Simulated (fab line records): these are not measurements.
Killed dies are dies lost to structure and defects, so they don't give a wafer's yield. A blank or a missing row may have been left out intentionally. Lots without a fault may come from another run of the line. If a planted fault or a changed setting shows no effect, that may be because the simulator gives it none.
Which tool was responsible? ; flow sky130 ; Sampling: 12 lots, 36 wafers, 3 of 708 route steps

WHAT EACH GAUGE READ, for each wafer
SKY_LDD_N_TW_MEAS_17.
lot;measured;on;LDD_N_TW
L103;day 18 03:41;film_metro-01;2576 2569 2569
L104;day 18 04:11;film_metro-02;2553 2570 2571
L107;day 18 22:42;film_metro-03;2597 2603 2573
L109;day 19 21:20;film_metro-01;2597 2586 2591
L110;day 20 10:03;film_metro-03;2599 2585 2589
L112;day 21 01:21;film_metro-02;2556 2544 2556
L113;day 21 04:17;film_metro-03;2571 2567 2585
L119;day 24 04:10;film_metro-02;2526 2539 2542
L120;day 24 11:27;film_metro-01;2579 2565 2587
L122;day 24 20:31;film_metro-01;2582 2587 2572
L124;day 26 08:26;film_metro-03;2572 2569 2572
L125;day 26 18:28;film_metro-02;2530 2535 2534

TOOL THAT RAN EACH LOT (tool first, then ch and the chambers of the sampled wafers, then the start)
lot;SKY_POLY_GATE_STRIP_18;SKY_LDD_N_IMPLANT_15
L103;plasma_asher-01 ch 0,1, day 16 19:39;implanter-01 ch 0, day 18 03:29
L104;plasma_asher-02 ch 0,1, day 16 20:35;implanter-03 ch 0, day 18 03:59
L107;plasma_asher-02 ch 0,1, day 17 12:34;implanter-01 ch 0, day 18 22:27
L109;plasma_asher-04 ch 0,1, day 18 11:02;implanter-03 ch 0, day 19 21:07
L110;plasma_asher-01 ch 0,1, day 18 22:35;implanter-03 ch 0, day 20 09:48
L112;plasma_asher-02 ch 0,1, day 19 15:58;implanter-01 ch 0, day 21 01:07
L113;plasma_asher-01 ch 0,1, day 19 18:52;implanter-03 ch 0, day 21 04:02
L119;plasma_asher-01 ch 0,1, day 22 19:58;implanter-03 ch 0, day 24 03:55
L120;plasma_asher-04 ch 0,1, day 23 02:32;implanter-03 ch 0, day 24 11:12
L122;plasma_asher-04 ch 1, day 23 12:23;implanter-03 ch 0, day 24 20:16
L124;plasma_asher-01 ch 0,1, day 25 00:19;implanter-03 ch 0, day 26 08:11
L125;plasma_asher-04 ch 0,1, day 25 00:59;implanter-02 ch 0, day 26 18:15
- SKY_POLY_GATE_STRIP_18: strips in O2/N2.
- SKY_LDD_N_IMPLANT_15

WHAT THE TOOLS THEMSELVES READ (means of the sampled wafers that have a number; where no wafer has one, the mark that the record gives instead)
SKY_POLY_GATE_STRIP_18.
lot;tool;drypump_motor_current_A (A);oes_product_au (a.u.);strip_time_to_endpoint_s (s)
L103;plasma_asher-01;6.1;0.363;3.134
L104;plasma_asher-02;6.1;0.358;3.167
L107;plasma_asher-02;5.8;0.362;3.159
L109;plasma_asher-04;5.5;0.362;3.126
L110;plasma_asher-01;6.1;0.358;3.123
L112;plasma_asher-02;5.7;0.355;3.164
L113;plasma_asher-01;5.8;0.358;3.137
L119;plasma_asher-01;6.1;0.360;3.168
L120;plasma_asher-04;5.8;0.361;3.129
L122;plasma_asher-04;5.1;0.356;3.150
L124;plasma_asher-01;6.1;0.361;3.155
L125;plasma_asher-04;5.5;0.359;3.166

SKY_LDD_N_IMPLANT_15.
lot;tool;dose_ions_cm2;end_station_pressure_torr (Torr)
L103;implanter-01;5e+12;5e-06
L104;implanter-03;5e+12;5e-06
L107;implanter-01;5e+12;5e-06
L109;implanter-03;5e+12;5e-06
L110;implanter-03;5e+12;5e-06
L112;implanter-01;5e+12;5e-06
L113;implanter-03;5e+12;5e-06
L119;implanter-03;5e+12;5e-06
L120;implanter-03;5e+12;5e-06
L122;implanter-03;5e+12;5e-06
L124;implanter-03;5e+12;5e-06
L125;implanter-02;5e+12;5e-06

THE ANSWER, worked out from the rows above alone
Rule: the usual values come from the lots themselves. The widest of any qualifying gaps counts: lots, ordered by their means at a reading, are off when they make up no more than a third of the lots, leave a main group of 4 or more, and stand apart from it by 3 or more times the standard deviation of that group's means. The tables above print the reading to a certain number of digits; a main group whose means all agree to those digits is not used. A lot without any number at a reading at which 4 lots or more have one is off too. All remaining lots with rows at the step are treated as sound. The gauges are gone through in route order, then the tools' own readings, and for those a lot's mean is taken as printed above. The first step at which some lot is off is used, and at that step the reading that is off furthest; a lot without a number counts as furthest.
No lot is off at any reading shown: from this, nothing can be told.

WHAT WAS PUT IN BY THE SIMULATOR
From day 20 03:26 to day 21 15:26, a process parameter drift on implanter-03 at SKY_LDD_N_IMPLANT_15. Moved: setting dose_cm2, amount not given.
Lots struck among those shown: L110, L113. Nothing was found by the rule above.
